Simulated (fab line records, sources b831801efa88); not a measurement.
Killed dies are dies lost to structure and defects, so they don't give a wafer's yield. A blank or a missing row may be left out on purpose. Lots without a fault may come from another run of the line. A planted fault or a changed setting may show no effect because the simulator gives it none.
fab line records | flow sky130
record lots=13 wafers=39 last_day=52
route steps=708 shown VIA3@593 METAL4@602 CAP2M@606 PAD_OPEN@708
lots that met no fault: from a run of the same line without faults
start_h: hours from the record's first day to the start of the lot's first wafer shown | wait_h: hours since the lot's step before | " the same as in the row above | L1.1+2: a row that stands for several wafers | - no value, or no start given | * or withheld: withheld | < > ~ a bound
route shown NAME@n: a module of which the file shows steps, and the number in the route of the first | usual: mean/standard deviation of fault-free wafers | same: alike in all rows | chamber/n: place in a boat | sites: the reading at each site | _std_site: their standard deviation | _edge_site: outer sites' mean less inner sites' | radius_mm: how far each site lies from the wafer's centre | mask NAME#n: copy n | behind: the tool/chamber that last shaped the wafer | hold: why the lot was held/for how many hours/how that ended | device: the transistor (n, p or np) that didn't switch | end of line: the same wafers' tests at the end of the route | a step without rows: its recipe alone | killed: dies lost to structure and defects at the first sort, not the wafer's yield | map: a wafer's dies, x killed, . not, _ none there
set.NAME: the setting as run; set.NAME@STEP: as run at that earlier step | model.NAME: the simulator's own value behind a step, which no gauge read
steps of the route over a sample of lots; a table a step, a row a wafer
services: from which hour (start_h, from the record's first day; less than 0 if before it) a tool's chamber was out of use, for how many hours, and why
## steps
# step SKY_VIA3_SPUTTER_20
# recipe material=TiN target_thk_nm=20 chamber_pressure_pa=5 power_w=4000 time_s=80
# usual throttle_valve_pct=29.2/0.94
# columns lot.wafer tool chamber start_h wait_h throttle_valve_pct
L153.1 pvd_sputter-03 - 883.06 0.0 30.0
L153.2 " - " " 29.4
L153.3 " - " " 28.9
L154.1 pvd_sputter-03 - 884.06 0.0 28.6
L154.3 " - " " 28.7
L154.6 " - " " 28.4
L155.1 pvd_sputter-03 - 885.24 0.0 28.7
L155.3 " - " " 29.9
L155.6 " - " " 30.3
L156.1 pvd_sputter-03 - 886.99 0.0 28.5
L156.3 " - " " 30.5
L156.4 " - " " 28.8
L159.1 pvd_sputter-03 - 907.51 0.0 28.8
L159.2 " - " " 29.9
L159.6 " - " " 29.9
L161.2 pvd_sputter-02 - 931.85 0.0 30.1
L161.3 " - " " 30.2
L161.4 " - " " 29.7
L164.1 pvd_sputter-03 - 940.66 0.0 29.0
L164.2 " - " " 28.7
L164.4 " - " " 28.5
L165.2 pvd_sputter-04 - 948.99 0.0 28.1
L165.4 " - " " 29.1
L165.5 " - " " 28.0
L168.1 pvd_sputter-03 - 967.19 0.0 28.4
L168.2 " - " " 28.4
L168.5 " - " " 30.0
L173.2 pvd_sputter-03 - 1131.69 0.0 30.1
L173.3 " - " " 28.3
L173.4 " - " " 29.0
L174.2 pvd_sputter-03 - 1136.40 0.0 30.0
L174.3 " - " " 29.2
L174.4 " - " " 28.7
L175.2 pvd_sputter-03 - 1136.92 0.0 28.7
L175.4 " - " " 28.5
L175.6 " - " " 28.2
L176.2 pvd_sputter-03 - 1137.85 0.0 30.1
L176.3 " - " " 29.0
L176.5 " - " " 28.2
# step SKY_METAL4_SPUTTER_04
# recipe material=TiN target_thk_nm=70 power_w=6500 time_s=58.3 chamber_pressure_pa=0.4
# usual throttle_valve_pct=29.7/1
# columns lot.wafer tool chamber start_h wait_h throttle_valve_pct
L153.1 pvd_sputter-01 - 883.83 0.0 30.9
L153.2 " - " " 28.3
L153.3 " - " " 31.6
L154.1 pvd_sputter-02 - 884.87 0.0 29.8
L154.3 " - " " 29.9
L154.6 " - " " 30.1
L155.1 pvd_sputter-02 - 886.01 0.0 29.8
L155.3 " - " " 29.1
L155.6 " - " " 29.1
L156.1 pvd_sputter-01 - 887.76 0.0 29.4
L156.3 " - " " 28.3
L156.4 " - " " 31.2
L159.1 pvd_sputter-01 - 908.28 0.0 30.9
L159.2 " - " " 29.2
L159.6 " - " " 28.4
L161.2 pvd_sputter-03 - 932.61 0.0 28.6
L161.3 " - " " 29.0
L161.4 " - " " 30.2
L164.1 pvd_sputter-02 - 941.43 0.0 29.1
L164.2 " - " " 29.8
L164.4 " - " " 29.7
L165.2 pvd_sputter-01 - 949.76 0.0 29.4
L165.4 " - " " 30.9
L165.5 " - " " 28.3
L168.1 pvd_sputter-01 - 967.96 0.0 28.9
L168.2 " - " " 28.3
L168.5 " - " " 30.7
L173.2 pvd_sputter-03 - 1132.46 0.0 29.3
L173.3 " - " " 28.7
L173.4 " - " " 29.8
L174.2 pvd_sputter-03 - 1137.28 0.0 28.9
L174.3 " - " " 30.0
L174.4 " - " " 28.8
L175.2 pvd_sputter-01 - 1137.69 0.0 31.5
L175.4 " - " " 30.8
L175.6 " - " " 28.3
L176.2 pvd_sputter-01 - 1138.72 0.0 30.8
L176.3 " - " " 31.3
L176.5 " - " " 30.9
# step SKY_CAP2M_RS_MEAS_03
# recipe thk_meas_gauge=four-point-probe reads=TiN_of_CAP2M_SPUTTER_02
# usual CAP2M_TIN_RS=6.92/0.075
# columns lot.wafer tool chamber start_h wait_h CAP2M_TIN_RS[ohm/sq]
L153.1 film_metro-02 - 884.11 0.1 7.06
L153.2 " - " " 7.09
L153.3 " - " " 7.11
L154.1 film_metro-04 - 885.11 0.1 6.80
L154.3 " - " " 6.84
L154.6 " - " " 6.91
L155.1 film_metro-02 - 886.30 0.1 7.02
L155.3 " - " " 6.90
L155.6 " - " " 6.96
L156.1 film_metro-02 - 888.00 0.1 6.97
L156.3 " - " " 6.91
L156.4 " - " " 6.89
L159.1 film_metro-02 - 908.52 0.1 6.93
L159.2 " - " " 6.94
L159.6 " - " " 6.90
L161.2 film_metro-02 - 932.87 0.1 6.88
L161.3 " - " " 6.86
L161.4 " - " " 6.78
L164.1 film_metro-04 - 941.67 0.1 6.92
L164.2 " - " " 6.85
L164.4 " - " " 6.95
L165.2 film_metro-02 - 950.02 0.1 6.84
L165.4 " - " " 6.94
L165.5 " - " " 6.93
L168.1 film_metro-03 - 968.20 0.1 6.90
L168.2 " - " " 6.84
L168.5 " - " " 6.84
L173.2 film_metro-03 - 1132.72 0.1 6.86
L173.3 " - " " 6.90
L173.4 " - " " 6.85
L174.2 film_metro-02 - 1137.54 0.1 6.94
L174.3 " - " " 7.01
L174.4 " - " " 6.90
L175.2 film_metro-03 - 1137.95 0.1 6.96
L175.4 " - " " 6.93
L175.6 " - " " 7.08
L176.2 film_metro-02 - 1139.03 0.1 6.99
L176.3 " - " " 6.97
L176.5 " - " " 7.00
# step SKY_CAP2M_DEVELOP_11
# recipe resist=NOVOLAK developer=TMAH develop_time_s=60 dev_temp_c=23
# usual developer_temp_C=22.98/0.098
# columns lot.wafer tool chamber start_h wait_h developer_temp_C
L153.1 litho_track-03 0 909.99 0.1 23.01
L153.2 " 0 " " 22.82
L153.3 " 0 " " 22.97
L154.1 litho_track-01 0 910.36 0.1 22.94
L154.3 " 0 " " 22.89
L154.6 " 0 " " 23.03
L155.1 litho_track-01 0 911.61 0.1 22.75
L155.3 " 0 " " 22.82
L155.6 " 0 " " 22.89
L156.1 litho_track-04 0 913.96 0.1 22.97
L156.3 " 0 " " 22.91
L156.4 " 0 " " 22.94
L159.1 litho_track-04 0 933.91 0.1 22.98
L159.2 " 0 " " 22.89
L159.6 " 0 " " 23.18
L161.2 litho_track-03 0 957.31 0.1 22.98
L161.3 " 0 " " 22.96
L161.4 " 0 " " 22.88
L164.1 litho_track-03 0 965.89 0.1 25.44
L164.2 " 0 " " 25.37
L164.4 " 0 " " 25.33
L165.2 litho_track-03 0 973.91 0.1 25.29
L165.4 " 0 " " 25.17
L165.5 " 0 " " 25.39
L168.1 litho_track-03 0 993.19 0.1 25.35
L168.2 " 0 " " 25.29
L168.5 " 0 " " 25.32
L173.2 litho_track-01 0 1149.14 0.1 22.92
L173.3 " 0 " " 22.93
L173.4 " 0 " " 23.05
L174.2 litho_track-04 0 1154.68 0.1 22.97
L174.3 " 0 " " 23.13
L174.4 " 0 " " 23.01
L175.2 litho_track-03 0 1154.87 0.1 23.05
L175.4 " 0 " " 23.01
L175.6 " 0 " " 22.93
L176.2 litho_track-04 0 1154.98 0.1 22.92
L176.3 " 0 " " 22.92
L176.5 " 0 " " 22.97
# step SKY_PAD_OPEN_PROBE_99
# usual defect_limited_yield=82.5/1.9 killed_at_M0_to_M3=43/7 killed_at_M4_up=2.7/1.6 killed_at_contacts=24/5.3 killed_at_front_end=16/4.6 killed_at_other=0.3/0.53 killed_dies=86/9.3 killed_open=47/6.9 killed_short=38/6.1 sort_bin_3_pad_short=0.9/0.4 sort_bin_5_function=10.3/1.4 sort_bin_6_memory=6.3/1.1 sort_n_pass=406/9.3 sort_yield_pct=82.5/1.9
# same gross_dies=492 killed_at_back_side=0 sort_bin_4_leakage[%]=0 sort_bin_8_speed[%]=0
# columns lot.wafer tool chamber start_h wait_h defect_limited_yield[%] killed_at_M0_to_M3 killed_at_M4_up killed_at_contacts killed_at_front_end killed_at_other killed_dies killed_open killed_short sort_bin_3_pad_short[%] sort_bin_5_function[%] sort_bin_6_memory[%] sort_n_pass sort_yield_pct[%]
L154.1 prober-01 - 1040.51 0.1 81.1 35 7 24 27 0 93 46 46 0.6 12.2 6.1 399 81.1
L154.3 prober-01 - 1040.61 0.2 82.5 40 0 24 22 0 86 39 46 2.0 8.9 6.5 406 82.5
L154.6 prober-01 - 1040.76 0.2 83.7 46 3 20 11 0 80 40 40 1.2 9.6 5.5 412 83.7
L153.1 prober-02 - 1041.12 0.1 84.1 34 6 22 16 0 78 42 35 1.0 7.9 6.9 414 84.1
L153.2 prober-02 - 1041.17 0.1 81.7 43 2 28 17 0 90 46 41 0.6 11.0 6.7 402 81.7
L153.3 prober-02 - 1041.22 0.2 83.1 35 2 28 18 0 83 39 43 1.6 10.0 5.3 409 83.1
L155.1 prober-01 - 1042.01 0.1 83.5 39 2 25 15 0 81 49 32 0.6 8.7 7.1 411 83.5
L155.3 prober-01 - 1042.11 0.2 81.9 40 5 25 19 0 89 46 43 1.6 10.2 6.3 403 81.9
L155.6 prober-01 - 1042.26 0.2 86.0 39 0 22 8 0 69 46 23 0.2 8.7 5.1 423 86.0
L156.1 prober-02 - 1042.92 0.1 82.7 54 0 19 11 1 85 43 42 1.2 10.4 5.7 407 82.7
L156.3 prober-02 - 1043.02 0.2 81.5 51 5 24 11 0 91 47 42 1.6 11.4 5.5 401 81.5
L156.4 prober-02 - 1043.07 0.2 83.9 35 4 30 10 0 79 44 35 0.2 9.1 6.7 413 83.9
L159.1 prober-02 - 1057.71 0.1 82.3 41 5 30 11 0 87 42 45 0.8 9.1 7.7 405 82.3
L159.2 prober-02 - 1057.76 0.1 82.7 49 2 21 11 2 85 44 41 0.6 10.8 5.9 407 82.7
L159.6 prober-02 - 1057.96 0.2 85.4 43 1 14 14 0 72 47 25 0.8 10.4 3.5 420 85.4
L161.2 prober-01 - 1077.31 0.1 82.5 47 2 24 13 0 86 53 33 0.2 10.4 6.9 406 82.5
L161.3 prober-01 - 1077.36 0.2 82.7 47 2 24 12 0 85 44 41 1.2 10.6 5.5 407 82.7
L161.4 prober-01 - 1077.41 0.2 81.7 54 3 21 12 0 90 43 47 0.4 12.2 5.7 402 81.7
L164.1 prober-02 - 1083.26 0.1 78.9 52 1 27 24 0 104 62 42 1.6 12.6 6.9 388 78.9
L164.2 prober-02 - 1083.31 0.1 81.9 53 1 18 17 0 89 55 34 0.6 10.4 7.1 403 81.9
L164.4 prober-02 - 1083.41 0.2 84.3 37 2 18 19 1 77 37 40 0.4 8.7 6.5 415 84.3
L165.2 prober-01 - 1090.36 0.1 86.2 32 1 23 12 0 68 40 28 0.8 8.1 4.9 424 86.2
L165.4 prober-01 - 1090.46 0.2 82.7 34 3 33 15 0 85 50 35 0.4 9.8 7.1 407 82.7
L165.5 prober-01 - 1090.51 0.2 83.3 36 3 27 16 0 82 42 40 0.6 10.4 5.7 410 83.3
L168.1 prober-02 - 1103.86 0.1 83.5 40 2 25 14 0 81 45 36 1.0 10.0 5.5 411 83.5
L168.2 prober-02 - 1103.91 0.1 82.3 41 2 24 20 0 87 45 42 1.2 9.3 7.1 405 82.3
L168.5 prober-02 - 1104.06 0.2 82.9 45 2 27 9 1 84 47 37 1.4 10.6 5.1 408 82.9
L173.2 prober-01 - 1239.06 0.1 78.7 44 2 32 26 1 105 53 50 0.8 13.0 7.5 387 78.7
L173.3 prober-01 - 1239.11 0.2 79.7 48 4 30 17 1 100 55 43 1.2 11.8 7.3 392 79.7
L173.4 prober-01 - 1239.16 0.2 81.7 44 4 21 20 1 90 56 33 1.0 12.2 5.1 402 81.7
L175.2 prober-02 - 1242.17 0.1 81.5 47 1 29 13 1 91 42 49 0.4 11.4 6.7 401 81.5
L175.4 prober-02 - 1242.27 0.2 80.9 40 3 31 20 0 94 57 36 0.4 10.8 7.9 398 80.9
L175.6 prober-02 - 1242.37 0.2 80.5 43 6 27 20 0 96 52 43 1.2 10.2 8.1 396 80.5
L174.2 prober-02 - 1242.81 0.1 88.4 24 1 23 8 1 57 32 24 0.8 6.7 4.1 435 88.4
L174.3 prober-02 - 1242.86 0.2 84.8 30 2 26 17 0 75 43 32 0.6 10.0 4.7 417 84.8
L174.4 prober-02 - 1242.91 0.2 82.5 52 1 21 11 1 86 48 38 1.0 9.6 6.9 406 82.5
L176.2 prober-02 - 1243.11 0.4 79.5 44 7 29 20 1 101 49 52 1.4 11.6 7.5 391 79.5
L176.3 prober-02 - 1243.16 0.5 80.9 50 1 25 18 0 94 51 43 0.8 10.8 7.5 398 80.9
L176.5 prober-02 - 1243.26 0.5 83.1 31 1 33 18 0 83 44 39 1.0 8.9 6.9 409 83.1
# killed by level:class
L154.1 LI_CONTACT:geometric_particle:open=8 POLY_GATE:geometric_particle:short=7 FIELD_ISO:geometric_particle:short=6 POLY_GATE:geometric_particle:open=6 VIA3:geometric_particle:open=6 VIA2:geometric_particle:open=5 LOCAL_INTERCONNECT:geometric_particle:short=5 METAL4:geometric_particle:short=5
L154.3 METAL2:geometric_particle:short=10 VIA1:geometric_particle:open=9 FIELD_ISO:geometric_particle:short=8 CONTACT:geometric_particle:open=8 LI_CONTACT:geometric_particle:open=6 LOCAL_INTERCONNECT:geometric_particle:short=6 VIA3:geometric_particle:open=5 VIA2:geometric_particle:short=5
L154.6 METAL2:geometric_particle:short=10 POLY_GATE:geometric_particle:open=7 VIA1:geometric_particle:open=6 CONTACT:geometric_particle:open=6 VIA3:geometric_particle:open=6 METAL1:geometric_particle:open=5 LI_CONTACT:geometric_particle:short=4 LI_CONTACT:geometric_particle:open=4
L153.1 CONTACT:geometric_particle:open=9 LI_CONTACT:geometric_particle:open=9 VIA1:geometric_particle:open=9 METAL4:geometric_particle:short=6 FIELD_ISO:geometric_particle:short=5 METAL2:geometric_particle:short=4 VIA2:geometric_particle:open=4 VIA3:geometric_particle:open=4
L153.2 VIA1:geometric_particle:open=9 VIA3:geometric_particle:open=8 CONTACT:geometric_particle:open=7 LI_CONTACT:geometric_particle:open=6 FIELD_ISO:geometric_particle:open=5 METAL1:geometric_particle:short=5 FIELD_ISO:geometric_particle:short=4 LOCAL_INTERCONNECT:geometric_particle:short=4
L153.3 CONTACT:geometric_particle:open=9 LI_CONTACT:geometric_particle:open=7 METAL2:geometric_particle:short=7 VIA1:geometric_particle:open=6 VIA2:geometric_particle:open=6 FIELD_ISO:geometric_particle:short=5 CONTACT:geometric_particle:short=5 METAL1:geometric_particle:short=5
L155.1 CONTACT:geometric_particle:open=11 VIA1:geometric_particle:open=9 LI_CONTACT:geometric_particle:open=9 VIA3:geometric_particle:open=7 METAL1:geometric_particle:short=6 POLY_GATE:geometric_particle:short=5 METAL2:geometric_particle:short=5 VIA1:geometric_particle:short=4
L155.3 CONTACT:geometric_particle:open=12 VIA1:geometric_particle:short=10 VIA1:geometric_particle:open=8 LI_CONTACT:geometric_particle:open=6 VIA3:geometric_particle:open=6 METAL4:geometric_particle:short=5 POLY_GATE:geometric_particle:short=5 FIELD_ISO:geometric_particle:open=4
L155.6 VIA1:geometric_particle:open=12 CONTACT:geometric_particle:open=9 LI_CONTACT:geometric_particle:open=8 VIA1:geometric_particle:short=5 VIA3:geometric_particle:open=5 LI_CONTACT:geometric_particle:short=4 FIELD_ISO:geometric_particle:open=3 METAL2:geometric_particle:short=3
L156.1 VIA3:geometric_particle:open=13 VIA1:geometric_particle:open=8 CONTACT:geometric_particle:short=6 METAL1:geometric_particle:short=6 VIA1:geometric_particle:short=6 LI_CONTACT:geometric_particle:open=5 CONTACT:geometric_particle:open=5 POLY_GATE:geometric_particle:short=4
L156.3 VIA1:geometric_particle:open=17 CONTACT:geometric_particle:open=8 VIA1:geometric_particle:short=8 VIA3:geometric_particle:open=7 FIELD_ISO:geometric_particle:short=6 LI_CONTACT:geometric_particle:open=5 LOCAL_INTERCONNECT:geometric_particle:short=4 CONTACT:geometric_particle:short=4
L156.4 VIA1:geometric_particle:open=9 VIA3:geometric_particle:open=9 LI_CONTACT:geometric_particle:open=8 LI_CONTACT:geometric_particle:short=8 CONTACT:geometric_particle:open=7 METAL1:geometric_particle:short=6 VIA1:geometric_particle:short=5 CONTACT:geometric_particle:short=4
L159.1 CONTACT:geometric_particle:short=10 VIA1:geometric_particle:short=8 VIA2:geometric_particle:open=8 VIA3:geometric_particle:open=7 CONTACT:geometric_particle:open=7 LI_CONTACT:geometric_particle:open=6 METAL1:geometric_particle:short=5 METAL2:geometric_particle:short=5
L159.2 LI_CONTACT:geometric_particle:open=10 VIA3:geometric_particle:open=9 VIA1:geometric_particle:open=7 VIA2:geometric_particle:open=6 VIA3:geometric_particle:short=6 CONTACT:geometric_particle:open=5 METAL1:geometric_particle:short=5 VIA1:geometric_particle:short=5
L159.6 VIA1:geometric_particle:open=13 VIA1:geometric_particle:short=8 LI_CONTACT:geometric_particle:open=7 VIA3:geometric_particle:open=7 FIELD_ISO:geometric_particle:open=5 POLY_GATE:geometric_particle:open=4 CONTACT:geometric_particle:open=4 VIA2:geometric_particle:open=4
L161.2 VIA1:geometric_particle:open=17 CONTACT:geometric_particle:open=9 CONTACT:geometric_particle:short=6 LI_CONTACT:geometric_particle:open=5 VIA2:geometric_particle:open=5 VIA1:geometric_particle:short=5 METAL2:geometric_particle:short=5 VIA3:geometric_particle:open=5
L161.3 VIA1:geometric_particle:open=10 VIA3:geometric_particle:open=8 CONTACT:geometric_particle:short=6 VIA2:geometric_particle:open=6 LI_CONTACT:geometric_particle:open=5 CONTACT:geometric_particle:open=5 METAL1:geometric_particle:short=5 VIA3:geometric_particle:short=5
L161.4 VIA1:geometric_particle:open=9 METAL1:geometric_particle:short=9 CONTACT:geometric_particle:open=8 VIA3:geometric_particle:open=8 VIA2:geometric_particle:open=7 VIA3:geometric_particle:short=6 LOCAL_INTERCONNECT:geometric_particle:short=5 METAL2:geometric_particle:short=5
L164.1 VIA3:geometric_particle:open=10 VIA1:geometric_particle:open=10 LI_CONTACT:geometric_particle:open=8 CONTACT:geometric_particle:open=8 METAL2:geometric_particle:short=7 VIA2:geometric_particle:open=7 VIA1:geometric_particle:short=6 POLY_GATE:geometric_particle:short=5
L164.2 VIA1:geometric_particle:open=12 LI_CONTACT:geometric_particle:open=9 VIA3:geometric_particle:open=8 METAL1:geometric_particle:short=7 CONTACT:geometric_particle:open=5 VIA2:geometric_particle:open=5 POLY_GATE:geometric_particle:short=4 POLY_GATE:geometric_particle:open=4
L164.4 VIA1:geometric_particle:open=10 FIELD_ISO:geometric_particle:short=7 CONTACT:geometric_particle:short=7 CONTACT:geometric_particle:open=5 VIA3:geometric_particle:open=5 POLY_GATE:geometric_particle:open=4 LOCAL_INTERCONNECT:geometric_particle:short=4 VIA2:geometric_particle:open=4
L165.2 LI_CONTACT:geometric_particle:open=8 CONTACT:geometric_particle:open=7 METAL1:geometric_particle:short=7 FIELD_ISO:geometric_particle:open=5 VIA1:geometric_particle:open=5 VIA3:geometric_particle:open=5 POLY_GATE:geometric_particle:short=4 LOCAL_INTERCONNECT:geometric_particle:short=4
L165.4 CONTACT:geometric_particle:open=12 LI_CONTACT:geometric_particle:open=11 METAL1:geometric_particle:short=6 VIA3:geometric_particle:open=6 FIELD_ISO:geometric_particle:short=5 POLY_GATE:geometric_particle:short=4 VIA2:geometric_particle:open=4 CONTACT:geometric_particle:short=4
L165.5 CONTACT:geometric_particle:short=9 CONTACT:geometric_particle:open=9 VIA1:geometric_particle:open=8 METAL2:geometric_particle:short=5 POLY_GATE:geometric_particle:short=4 POLY_GATE:geometric_particle:open=4 SPACER:geometric_particle:open=4 METAL1:geometric_particle:open=4
L168.1 CONTACT:geometric_particle:open=11 LI_CONTACT:geometric_particle:open=7 VIA1:geometric_particle:open=7 METAL2:geometric_particle:short=7 VIA2:geometric_particle:open=7 VIA3:geometric_particle:open=6 POLY_GATE:geometric_particle:short=5 VIA3:geometric_particle:short=4
L168.2 VIA1:geometric_particle:open=12 FIELD_ISO:geometric_particle:short=6 POLY_GATE:geometric_particle:short=6 LI_CONTACT:geometric_particle:open=6 METAL2:geometric_particle:short=6 VIA3:geometric_particle:open=6 CONTACT:geometric_particle:short=5 CONTACT:geometric_particle:open=5
L168.5 CONTACT:geometric_particle:open=9 VIA1:geometric_particle:open=9 VIA2:geometric_particle:open=6 LOCAL_INTERCONNECT:geometric_particle:short=6 METAL1:geometric_particle:short=6 LI_CONTACT:geometric_particle:open=5 FIELD_ISO:geometric_particle:open=4 CONTACT:geometric_particle:short=4
L173.2 VIA1:geometric_particle:open=12 CONTACT:geometric_particle:open=9 LI_CONTACT:geometric_particle:open=9 VIA1:geometric_particle:short=9 FIELD_ISO:geometric_particle:short=6 POLY_GATE:geometric_particle:open=6 LOCAL_INTERCONNECT:geometric_particle:short=6 POLY_GATE:geometric_particle:short=5
L173.3 CONTACT:geometric_particle:open=16 METAL1:geometric_particle:short=10 VIA3:geometric_particle:open=10 VIA1:geometric_particle:open=8 LI_CONTACT:geometric_particle:open=6 POLY_GATE:geometric_particle:short=5 VIA3:geometric_particle:short=5 POLY_GATE:geometric_particle:open=4
L173.4 VIA1:geometric_particle:open=13 LI_CONTACT:geometric_particle:open=9 VIA2:geometric_particle:open=8 FIELD_ISO:geometric_particle:open=7 CONTACT:geometric_particle:open=7 FIELD_ISO:geometric_particle:short=4 POLY_GATE:geometric_particle:open=4 LI_CONTACT:geometric_particle:short=4
L175.2 LI_CONTACT:geometric_particle:open=13 VIA1:geometric_particle:short=9 LOCAL_INTERCONNECT:geometric_particle:short=7 VIA1:geometric_particle:open=7 METAL3:geometric_particle:short=6 VIA3:geometric_particle:open=6 VIA2:geometric_particle:open=5 POLY_GATE:geometric_particle:short=4
L175.4 CONTACT:geometric_particle:open=13 LI_CONTACT:geometric_particle:open=9 VIA3:geometric_particle:open=8 POLY_GATE:geometric_particle:open=6 VIA1:geometric_particle:open=5 LI_CONTACT:geometric_particle:short=5 METAL2:geometric_particle:short=5 METAL3:geometric_particle:short=5
L175.6 CONTACT:geometric_particle:open=11 VIA2:geometric_particle:open=8 LI_CONTACT:geometric_particle:open=7 FIELD_ISO:geometric_particle:open=6 METAL4:geometric_particle:short=6 VIA1:geometric_particle:open=6 METAL1:geometric_particle:short=5 METAL2:geometric_particle:short=5
L174.2 CONTACT:geometric_particle:open=9 VIA1:geometric_particle:open=7 LI_CONTACT:geometric_particle:open=5 VIA1:geometric_particle:short=5 POLY_GATE:geometric_particle:open=4 LOCAL_INTERCONNECT:geometric_particle:short=4 METAL2:geometric_particle:short=4 FIELD_ISO:geometric_particle:open=3
L174.3 LI_CONTACT:geometric_particle:open=12 METAL1:geometric_particle:short=8 FIELD_ISO:geometric_particle:open=6 CONTACT:geometric_particle:open=6 VIA1:geometric_particle:open=5 POLY_GATE:geometric_particle:short=4 VIA2:geometric_particle:open=4 FIELD_ISO:geometric_particle:short=3
L174.4 METAL2:geometric_particle:short=10 VIA1:geometric_particle:open=10 VIA3:geometric_particle:open=7 VIA2:geometric_particle:open=6 METAL1:geometric_particle:short=6 LI_CONTACT:geometric_particle:open=4 LI_CONTACT:geometric_particle:short=4 CONTACT:geometric_particle:open=4
L176.2 LI_CONTACT:geometric_particle:open=10 METAL1:geometric_particle:short=8 POLY_GATE:geometric_particle:open=7 CONTACT:geometric_particle:open=7 VIA2:geometric_particle:open=7 FIELD_ISO:geometric_particle:short=6 LOCAL_INTERCONNECT:geometric_particle:short=6 CONTACT:geometric_particle:short=5
L176.3 VIA2:geometric_particle:open=12 VIA1:geometric_particle:open=10 LI_CONTACT:geometric_particle:open=9 METAL2:geometric_particle:short=9 POLY_GATE:geometric_particle:short=5 CONTACT:geometric_particle:open=5 FIELD_ISO:geometric_particle:open=4 POLY_GATE:geometric_particle:open=4
L176.5 CONTACT:geometric_particle:open=11 LI_CONTACT:geometric_particle:open=9 METAL1:geometric_particle:short=7 VIA1:geometric_particle:open=6 FIELD_ISO:geometric_particle:short=5 LI_CONTACT:geometric_particle:short=5 FIELD_ISO:geometric_particle:open=4 METAL2:geometric_particle:short=4
## services
# columns tool chamber start_h hours kind
pvd_sputter-01 - 964.51 0.8 repair
pvd_sputter-04 - 975.92 9.6 repair
litho_track-03 - 1003.11 - consumable_replace:filter
litho_track-04 - 1129.30 - consumable_replace:filter
pvd_sputter-02 - 1130.53 8.0 repair
## key
first_sign step=SKY_CAP2M_DEVELOP_11 reading=developer_temp_C direction=up sigmas=24 usual=* struck=*
effect none on later readings
met_at SKY_CAP2M_DEVELOP_11
struck_lots L164,L165,L168
not_acting_at SKY_VIA3_SPUTTER_20,SKY_METAL4_SPUTTER_04,SKY_CAP2M_RS_MEAS_03
onset_between 957.31 965.89
fault kind=process_parameter_drift tool=litho_track-03 chamber=- onset_h=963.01 steps=SKY_CAP2M_DEVELOP_11 channel=dev_temp_c offset=* shape=step end_h=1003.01 acts_in=* stated=*
